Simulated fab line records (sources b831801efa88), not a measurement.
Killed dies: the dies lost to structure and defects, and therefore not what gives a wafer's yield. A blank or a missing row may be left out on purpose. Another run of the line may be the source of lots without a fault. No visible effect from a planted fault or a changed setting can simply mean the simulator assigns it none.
A lot that was struck, set against a sound lot + flow gf180mcu + 43 out of 602 route steps
Sound: the wafers L500.2, L500.3, L500.5. Struck: wafers L512.3, L512.4, L512.6. The cause is given at the end.
At each step with rows: each side's tool, then ch and its chambers, then its first start. Under that, the readings that differ: sound wafers + struck wafers + difference of the means + sigmas: that difference in standard deviations of wafers without a fault.
alike: readings with means less than 2 such deviations apart, plus words and numbers identical on both sides. not compared: withheld readings, readings lacking a value on some wafer, bounds such as >300 that could conceal the same value, and numbers that have no deviation in the record and whose values overlap.
The two part at a step that has a row with sigmas, a row that says differs or no value, or rows on one side only. Non-overlapping numbers with no deviation appear without sigmas and do not part them. Lack of a reading on every wafer of one side parts them only where that side has two or more wafers.

first, 2 steps without rows for these wafers: GF_M2_CLEAN_19 (cleans in DIW); GF_V2_CVD_00 (deposits SiO2, target thk 600 nm, time 100 s).
GF_V2_THK_MEAS_01:
  sound: filmMetro-04 at day 20 21:06; struck: filmMetro-04 at day 24 16:12
  alike: V2_CVD_00_THK
then, 1 step without rows for these wafers: GF_V2_CVD_02 (deposits SiO2 from TEOS, target thk 850 nm, time 94.851 s).
GF_V2_THK_MEAS_03:
  sound: filmMetro-01 at day 20 21:14; struck: filmMetro-01 at day 24 16:20
  alike: V2_CVD_02_THK
then, 1 step without rows for these wafers: GF_V2_CMP_04 (polishes SiO2).
GF_V2_BOW_MEAS_05:
  sound: filmMetro-03 at day 20 21:36; struck: filmMetro-01 at day 24 16:43
  alike: V2_BOW
then, 5 steps without rows for these wafers: GF_V2_DEHYDRATE_06 (time 60 s); GF_V2_HMDS_07 (prime time 60 s); GF_V2_COAT_08; GF_V2_COAT_09 (resist thk 1000 nm); GF_V2_SOFTBAKE_10 (time 60 s).
GF_V2_EXPOSE_11: exposes mask Via2, target cd 260 nm.
  sound on krfScanner-01 ch 0, day 21 09:47; struck on krfScanner-01 ch 0, day 25 04:47
  alike: mask, exposureDoseMJCm2
then, 2 steps without rows for these wafers: GF_V2_PEB_12 (peb time 90 s); GF_V2_DEVELOP_13 (develop time 60 s).
GF_V2_CD_MEAS_14: target cd 260 nm.
  sound: cdSem-02 at day 21 21:53; struck: cdSem-02 at day 25 13:37
  alike: cdNm
GF_V2_OVL_MEAS_15:
  sound: overlay-02 at day 21 21:59; struck: overlay-01 at day 25 13:42
  alike: V2_OVL
GF_V2_ETCH_16: etches BARC in N2/H2.
  sound on rieDiel-04 ch 1,2, day 21 22:01; struck on rieDiel-02 ch 0,2, day 25 13:43
  alike: drypumpMotorCurrentA, oesProductAu, throttleValvePct
  not compared: model.V2.cdNm
GF_V2_ETCH_17: etches SiO2 in C4F8/O2/Ar, stops on TiN, target depth 630 nm.
  sound on rieDiel-04 ch 1,2; struck on rieDiel-02 ch 0,2
  alike: oesProductAu
  not compared: model.V2.cdNm
then, 3 steps without rows for these wafers: GF_V2_STRIP_18 (strips in O2/N2); GF_V2_STRIP_19 (strips in post etch residue remover, time 1200 s); GF_V2_CLEAN_20 (cleans in DIW).
GF_V2_SPUTTER_21: material Ti, target thk 15 nm, time 80.02 s.
  sound: pvdSputter-04 at day 21 23:01; struck: pvdSputter-01 at day 25 14:23
  alike: substrateTempC, throttleValvePct
GF_V2_SPUTTER_22: material TiN, target thk 10 nm, time 40 s.
  sound: pvdSputter-04 at day 21 23:05; struck: pvdSputter-01 at day 25 14:27
  alike: throttleValvePct
GF_V2_CVD_23: deposits W, target thk 350 nm, time 104.94 s.
  sound on cvdW-02 ch 1, day 21 23:07; struck on cvdW-01 ch 0,1, day 25 14:31
| reading          | sound       | struck      | difference | sigmas |
|------------------|-------------|-------------|------------|--------|
| heaterPowerW (W) | 926 903 886 | 815 848 844 | -69        | -2     |
GF_V2_RS_MEAS_24: uses a four-point probe to measure.
  sound: filmMetro-01 at day 21 23:15; struck: filmMetro-04 at day 25 14:38
  alike: V2_W_RS
GF_V2_THK_MEAS_25: measures by xrf.
  sound: filmMetro-01 at day 21 23:22; struck: filmMetro-04 at day 25 14:44
| reading       | sound       | struck      | difference | sigmas |
|---------------|-------------|-------------|------------|--------|
| V2_W_THK (nm) | 343 340 344 | 350 353 351 | +9         | +2     |
GF_V2_CMP_26: polishes, stops on SiO2, t overpolish 15 s, target thk 0 nm.
  sound on cmp-01 ch 1,2,3, day 21 23:31; struck on cmp-02 ch 1,2,3, day 25 14:47
  alike: motorCurrentA, overpolishRunS, timeToEndpointS
GF_M3_SPUTTER_00: material Ti, target thk 37.5 nm, time 150 s.
  sound: pvdSputter-01 at day 21 23:43; struck: pvdSputter-03 at day 25 15:05
  alike: substrateTempC, throttleValvePct
then, 4 steps without rows for these wafers: GF_M3_SPUTTER_01 (material TiN, target thk 30 nm, time 25 s); GF_M3_SPUTTER_02 (material AlCu, target thk 450 nm, time 23.9 s); GF_M3_SPUTTER_03 (material Ti, target thk 10 nm, time 6.7 s); GF_M3_SPUTTER_04 (material TiN, target thk 50 nm, time 41.7 s).
GF_M3_RS_MEAS_05: uses a four-point probe to measure.
  sound: filmMetro-04 at day 21 23:57; struck: filmMetro-04 at day 25 15:20
  alike: M3_ALCU_RS
GF_M3_THK_MEAS_06: measures by xrf.
  sound: filmMetro-04 at day 22 00:04; struck: filmMetro-04 at day 25 15:26
  alike: M3_ALCU_THK
then, 7 steps without rows for these wafers: GF_M3_DEHYDRATE_07 (time 60 s); GF_M3_HMDS_08 (prime time 60 s); GF_M3_COAT_09 (resist thk 1000 nm); GF_M3_SOFTBAKE_10 (time 60 s); GF_M3_EXPOSE_11 (exposes mask Metal3, target cd 280 nm); GF_M3_PEB_12 (peb time 90 s); GF_M3_DEVELOP_13 (develop time 60 s).
-- the record jumps here: 8 days lie between the struck wafers' starts before and after (it left off in module M3 and takes up again in module PASSIVATION, whose first step shown is number 602 of the route) --
GF_PASSIVATION_PROBE_99:
  the record has rows for the struck wafers here (prober-01, day 33 07:52) and none for the sound ones

== WHERE THEY PART ==
At GF_V2_CVD_23 first; at GF_PASSIVATION_PROBE_99 last (within this record only).

WHY: the cause the simulator had injected
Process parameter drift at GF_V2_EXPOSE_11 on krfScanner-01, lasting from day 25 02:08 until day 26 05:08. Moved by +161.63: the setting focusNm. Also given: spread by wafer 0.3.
